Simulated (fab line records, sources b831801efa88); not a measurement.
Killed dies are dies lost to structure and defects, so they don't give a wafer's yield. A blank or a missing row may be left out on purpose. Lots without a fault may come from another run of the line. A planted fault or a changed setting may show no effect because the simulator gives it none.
fab line records | flow gf180mcu
record lots=14 wafers=42 last_day=34
route steps=602 shown STI@11 MVSD@76 HV_LDD@225
lots that met no fault: from a run of the same line without faults
start_h: hours from the record's first day to the start of the lot's first wafer shown | wait_h: hours since the lot's step before | " the same as in the row above | L1.1+2: a row that stands for several wafers | - no value, or no start given | * or withheld: withheld | < > ~ a bound
route shown NAME@n: a module of which the file shows steps, and the number in the route of the first | usual: mean/standard deviation of fault-free wafers | same: alike in all rows | chamber/n: place in a boat | sites: the reading at each site | _std_site: their standard deviation | _edge_site: outer sites' mean less inner sites' | radius_mm: how far each site lies from the wafer's centre | mask NAME#n: copy n | behind: the tool/chamber that last shaped the wafer | hold: why the lot was held/for how many hours/how that ended | device: the transistor (n, p or np) that didn't switch | end of line: the same wafers' tests at the end of the route | a step without rows: its recipe alone | killed: dies lost to structure and defects at the first sort, not the wafer's yield | map: a wafer's dies, x killed, . not, _ none there
set.NAME: the setting as run; set.NAME@STEP: as run at that earlier step | model.NAME: the simulator's own value behind a step, which no gauge read
steps of the route over a sample of lots; a table a step, a row a wafer
services: from which hour (start_h, from the record's first day; less than 0 if before it) a tool's chamber was out of use, for how many hours, and why
## steps
# step GF_STI_PEB_10
# recipe peb_temp_c=135 peb_time_s=90 resist=KrF
# usual chill_plate_temp_C=22.96/0.11 exhaust_pa=45.0/0.91
# columns lot.wafer tool chamber start_h wait_h chill_plate_temp_C exhaust_pa
L216.1 litho_track-02 0 26.22 - 22.94 46.7
L216.4 " 0 " " 23.03 46.2
L216.6 " 0 " " 23.08 45.6
L217.1 litho_track-04 0 29.66 - 22.95 44.3
L217.2 " 0 " " 22.96 43.9
L217.5 " 0 " " 22.98 44.8
L218.1 litho_track-04 0 34.36 - 22.95 44.0
L218.3 " 0 " " 23.13 44.0
L218.6 " 0 " " 22.87 45.1
L219.1 litho_track-04 0 41.61 - 22.95 45.7
L219.5 " 0 " " 22.95 44.9
L219.6 " 0 " " 23.01 46.0
L220.3 litho_track-04 0 45.13 - 22.93 45.7
L220.4 " 0 " " 23.06 44.7
L220.6 " 0 " " 23.12 44.1
L222.1 litho_track-01 0 56.09 - 22.71 44.1
L222.2 " 0 " " 22.64 44.6
L222.6 " 0 " " 22.72 43.4
L223.3 litho_track-02 0 60.58 - 23.14 46.1
L223.4 " 0 " " 23.19 44.9
L223.5 " 0 " " 22.99 45.5
L224.3 litho_track-02 - 65.23 - - -
L224.5 " - " " - -
L224.6 " - " " - -
L225.2 litho_track-01 - 73.32 - - -
L225.4 " - " " - -
L225.5 " - " " - -
L229.1 litho_track-02 0 91.06 - 22.93 44.3
L229.2 " 0 " " 22.89 44.0
L229.3 " 0 " " 22.92 45.2
L235.2 litho_track-02 0 122.35 - 23.06 45.2
L235.5 " 0 " " 23.06 45.2
L235.6 " 0 " " 23.01 44.6
L236.1 litho_track-02 0 127.11 - 22.93 46.2
L236.2 " 0 " " 22.88 46.5
L236.6 " 0 " " 22.98 45.5
L237.1 litho_track-04 0 133.41 - 23.04 46.7
L237.4 " 0 " " 22.98 45.2
L237.6 " 0 " " 23.00 45.1
L238.1 litho_track-01 0 138.13 - 22.85 45.2
L238.2 " 0 " " 22.93 44.1
L238.6 " 0 " " 22.98 44.9
# step GF_MVSD_STRIP_10
# recipe chemistry=O2/N2 power_w=1400 pressure_mtorr=1500 platen_temp_c=250 o2_flow_sccm=3000 n2_flow_sccm=300 overash_fraction=0.5
# usual chamber_pressure_mTorr=1500.0/1.4 drypump_motor_current_A=5.4/0.64 heater_power_w=300/24 o2_flow_sccm=2999/9.5 oes_product_au=0.722/0.0052 strip_time_to_endpoint_s=36.97/0.098
# columns lot.wafer tool chamber start_h wait_h chamber_pressure_mTorr drypump_motor_current_A heater_power_w o2_flow_sccm oes_product_au rf_hours_counter_h strip_time_to_endpoint_s
L216.1 plasma_asher-04 1 83.15 0.1 1503.1 5.1 254 2996 0.723 43 37.01
L216.4 " 1 " " 1500.8 5.1 260 3012 0.730 - 37.10
L216.6 " 1 " " 1499.8 5.1 253 2986 0.725 - 37.00
L217.1 plasma_asher-04 0 87.22 0.1 1501.5 4.7 321 2999 0.720 43 36.98
L217.2 " 1 " " 1500.9 5.1 259 3020 0.723 43 36.93
L217.5 " 0 " " 1498.4 4.7 319 3007 0.727 - 36.98
L218.1 plasma_asher-01 0 92.10 0.1 1502.5 6.3 317 3007 0.728 44 36.94
L218.3 " 0 " " 1501.8 6.3 319 3009 0.731 - 37.04
L218.6 " 0 " " 1498.9 6.3 313 2996 0.719 - 37.10
L219.1 plasma_asher-01 0 99.10 0.1 1499.4 6.3 328 3011 0.725 45 36.74
L219.5 " 0 " " 1497.5 6.3 317 3010 0.731 - 36.82
L219.6 " 1 " " 1499.7 4.9 309 2994 0.720 - 36.85
L220.3 plasma_asher-03 0 103.68 0.1 1499.7 6.1 291 3016 0.732 - 37.00
L220.4 " 1 " " 1499.1 5.8 304 3009 0.721 - 37.20
L220.6 " 0 " " 1503.7 6.1 285 3008 0.725 - 37.09
L222.1 plasma_asher-03 1 115.50 0.1 1502.1 5.7 312 2980 0.719 30 37.01
L222.2 " 0 " " 1501.2 6.1 283 2982 0.723 30 36.99
L222.6 " 1 " " 1499.4 5.7 304 2983 0.714 - 37.07
L223.3 plasma_asher-04 1 120.83 0.1 1498.1 5.1 258 2984 0.722 - 37.08
L223.4 " 0 " " 1499.5 4.7 320 2999 0.714 - 37.10
L223.5 " 1 " " 1500.6 5.2 254 2995 0.725 - 37.08
L229.1 plasma_asher-04 0 156.35 0.1 1500.2 4.7 310 3005 0.727 51 37.08
L229.2 " 1 " " 1499.0 5.1 258 3003 0.730 51 36.96
L229.3 " 0 " " 1500.6 4.7 310 3001 0.717 - 37.09
L235.2 plasma_asher-01 1 194.25 0.1 1497.6 4.9 309 3007 0.725 56 36.94
L235.5 " 1 " " 1500.9 4.9 304 3016 0.719 - 36.94
L235.6 " 0 " " 1500.8 6.4 316 3000 0.733 - 36.86
L236.1 plasma_asher-01 1 197.62 0.1 1498.4 4.9 310 2999 0.727 56 37.03
L236.2 " 0 " " 1497.1 6.4 318 2978 0.714 56 37.06
L236.6 " 1 " " 1499.0 4.9 308 2998 0.724 - 37.04
L237.1 plasma_asher-03 1 205.35 0.1 1500.2 5.7 316 2985 0.718 40 36.97
L237.4 " 0 " " 1499.2 6.1 286 3012 0.725 - 36.95
L237.6 " 1 " " 1498.7 5.7 306 2994 0.722 - 36.84
L238.1 plasma_asher-03 0 210.15 0.1 1499.0 6.1 291 3002 0.723 40 36.73
L238.2 " 1 " " 1498.5 5.7 306 3001 0.715 40 36.81
L238.6 " 0 " " 1498.4 6.1 290 2995 0.717 - 36.93
# step GF_VT_IMPLANT_RS_MEAS_46
# recipe thk_meas_gauge=four-point-probe
# usual MVSD_RS=458.7/1.3
# columns lot.wafer tool chamber start_h wait_h MVSD_RS[ohm/sq]
L216.1 film_metro-04 - 158.51 0.1 460.1
L216.4 " - " " 459.0
L216.6 " - " " 460.2
L217.1 film_metro-01 - 161.81 0.1 457.7
L217.2 " - " " 456.6
L217.5 " - " " 456.8
L218.1 film_metro-03 - 168.58 0.1 458.5
L218.3 " - " " 458.4
L218.6 " - " " 459.1
L219.1 film_metro-03 - 178.17 0.1 455.8
L219.5 " - " " 456.3
L219.6 " - " " 455.4
L220.3 film_metro-03 - 181.45 0.1 456.6
L220.4 " - " " 459.4
L220.6 " - " " 458.4
L222.1 film_metro-03 - 195.92 0.1 459.5
L222.2 " - " " 459.2
L222.6 " - " " 458.6
L223.3 film_metro-04 - 201.77 0.1 457.9
L223.4 " - " " 459.7
L223.5 " - " " 458.1
L229.1 film_metro-01 - 241.81 0.1 457.5
L229.2 " - " " 456.6
L229.3 " - " " 456.4
L235.2 film_metro-01 - 284.97 0.1 457.6
L235.5 " - " " 457.2
L235.6 " - " " 458.0
L236.1 film_metro-01 - 289.31 0.1 459.4
L236.2 " - " " 461.1
L236.6 " - " " 459.8
L237.1 film_metro-04 - 297.92 0.1 458.1
L237.4 " - " " 457.7
L237.6 " - " " 457.5
L238.1 film_metro-04 - 305.61 0.1 458.1
L238.2 " - " " 459.3
L238.6 " - " " 459.0
# step GF_HV_LDD_STRIP_49
# recipe chemistry=O2/N2 power_w=1400 pressure_mtorr=1500 platen_temp_c=250 o2_flow_sccm=3000 n2_flow_sccm=300 overash_fraction=0.5
# usual chamber_pressure_mTorr=1500.1/1.4 drypump_motor_current_A=5.4/0.77 heater_power_w=294/24 o2_flow_sccm=3001/8.1 oes_product_au=0.716/0.0045 strip_time_to_endpoint_s=12.62/0.031
# columns lot.wafer tool chamber start_h wait_h chamber_pressure_mTorr drypump_motor_current_A heater_power_w o2_flow_sccm oes_product_au rf_hours_counter_h strip_time_to_endpoint_s
L216.1 plasma_asher-01 1 275.29 0.1 1502.2 4.9 310 3000 0.703 64 12.62
L216.4 " 1 " " 1501.2 4.9 311 2994 0.718 - 12.59
L216.6 " 1 " " 1501.7 4.9 315 2990 0.722 - 12.61
L217.1 plasma_asher-02 1 280.49 0.1 1498.7 6.6 268 3020 0.716 16 12.63
L217.2 " 0 " " 1501.5 4.8 312 3003 0.712 16 12.63
L217.5 " 1 " " 1500.2 6.6 258 3004 0.718 - 12.62
L218.1 plasma_asher-02 1 285.71 0.1 1502.1 6.6 266 2981 0.723 17 12.61
L218.3 " 0 " " 1499.7 4.8 301 3017 0.716 - 12.58
L218.6 " 1 " " 1501.2 6.6 262 2985 0.714 - 12.60
L219.1 plasma_asher-01 0 295.96 0.1 1499.8 6.3 316 2992 0.716 66 12.63
L219.5 " 1 " " 1501.2 4.9 313 3007 0.715 - 12.68
L219.6 " 0 " " 1501.1 6.3 322 2987 0.715 - 12.67
L220.3 plasma_asher-01 0 299.96 0.1 1499.0 6.4 310 2989 0.720 - 12.61
L220.4 " 1 " " 1499.8 4.9 306 3000 0.717 - 12.59
L220.6 " 1 " " 1501.8 4.9 311 3001 0.723 - 12.62
L222.1 plasma_asher-01 0 320.63 0.1 1495.2 6.4 316 3006 0.716 69 12.58
L222.2 " 1 " " 1498.2 4.9 306 2994 0.721 69 12.57
L222.6 " 0 " " 1500.3 6.3 321 3015 0.715 - 12.57
L223.3 plasma_asher-02 0 327.35 0.1 1501.8 4.8 309 2993 0.718 - 12.62
L223.4 " 1 " " 1500.9 6.6 265 3001 0.711 - 12.65
L223.5 " 1 " " 1502.5 6.6 263 2990 0.716 - 12.64
L229.1 plasma_asher-04 0 374.91 0.1 1499.5 4.7 317 2996 0.713 73 12.65
L229.2 " 1 " " 1498.4 5.1 253 2995 0.719 73 12.61
L229.3 " 1 " " 1499.6 5.1 257 3013 0.716 - 12.65
L235.2 plasma_asher-02 0 427.38 0.1 1500.3 4.8 305 3005 0.715 31 12.61
L235.5 " 1 " " 1501.0 6.5 266 2998 0.700 - 12.61
L235.6 " 0 " " 1499.6 4.8 302 3006 0.715 - 12.66
L236.1 plasma_asher-04 1 431.93 0.1 1498.6 5.1 266 3000 0.724 79 12.65
L236.2 " 0 " " 1504.0 4.7 325 3006 0.716 79 12.62
L236.6 " 0 " " 1498.7 4.7 321 2998 0.722 - 12.65
L237.1 plasma_asher-04 0 443.08 0.1 1500.5 4.7 319 3007 0.711 80 12.64
L237.4 " 0 " " 1501.7 4.7 312 3008 0.712 - 12.59
L237.6 " 1 " " 1500.3 5.1 262 3000 0.715 - 12.57
L238.1 plasma_asher-02 1 451.68 0.1 1499.4 6.5 261 2999 0.714 34 12.59
L238.2 " 0 " " 1501.0 4.8 309 2989 0.712 34 12.63
L238.6 " 0 " " 1498.4 4.8 306 2982 0.722 - 12.61
## services
# columns tool chamber start_h hours kind
plasma_asher-01 - 42.13 2.7 repair
plasma_asher-04 - 73.83 4.4 repair
plasma_asher-02 - 108.75 9.0 pm
plasma_asher-02 0 108.75 9.0 vent_cycle
plasma_asher-02 1 108.75 9.0 vent_cycle
plasma_asher-02 0 117.75 - clean
plasma_asher-02 1 117.75 - clean
plasma_asher-01 - 144.55 1.6 repair
plasma_asher-01 - 213.72 3.4 repair
plasma_asher-03 - 253.60 1.3 repair
plasma_asher-02 - 257.66 4.3 pm
plasma_asher-02 - 291.92 4.4 repair
plasma_asher-04 - 306.02 0.6 repair
plasma_asher-02 - 359.97 2.8 pm
plasma_asher-01 - 415.35 15.6 pm
plasma_asher-01 - 430.95 9.0 pm
plasma_asher-01 0 430.95 9.0 vent_cycle
plasma_asher-01 1 430.95 9.0 vent_cycle
plasma_asher-01 0 439.95 - clean
plasma_asher-01 1 439.95 - clean
## key
first_sign step=GF_STI_PEB_10 reading=tool_record direction=missing
effect none on later readings
met_at GF_STI_PEB_10
struck_lots L224,L225
later_rows_left_out L224.3,L224.5,L224.6,L225.2,L225.4,L225.5
sort_left_out L224.3,L224.5,L224.6,L225.2,L225.4,L225.5
tester_left_out L224,L225
not_acting_at GF_MVSD_STRIP_10,GF_VT_IMPLANT_RS_MEAS_46,GF_HV_LDD_STRIP_49
onset_between 60.58 65.23
fault kind=skipped_step_whole tool=litho_track-01,litho_track-02 chamber=- onset_h=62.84 steps=GF_STI_PEB_10 scope=struck_lots_only
# tester_left_out: of these lots the tester's yield and bins aren't shown, on N5 and GAA mostly nor the transistor test; their killed dies are dies lost to structure and defects alone, not to doping, threshold or leakage, so they don't give the yield
# sort_left_out: the simulated sort isn't trusted on such a fault, so these wafers' sort isn't shown, and their yield isn't known
# later_rows_left_out: the simulator's readings of these wafers behind a module that went badly wrong aren't trusted and aren't shown, but for the sort
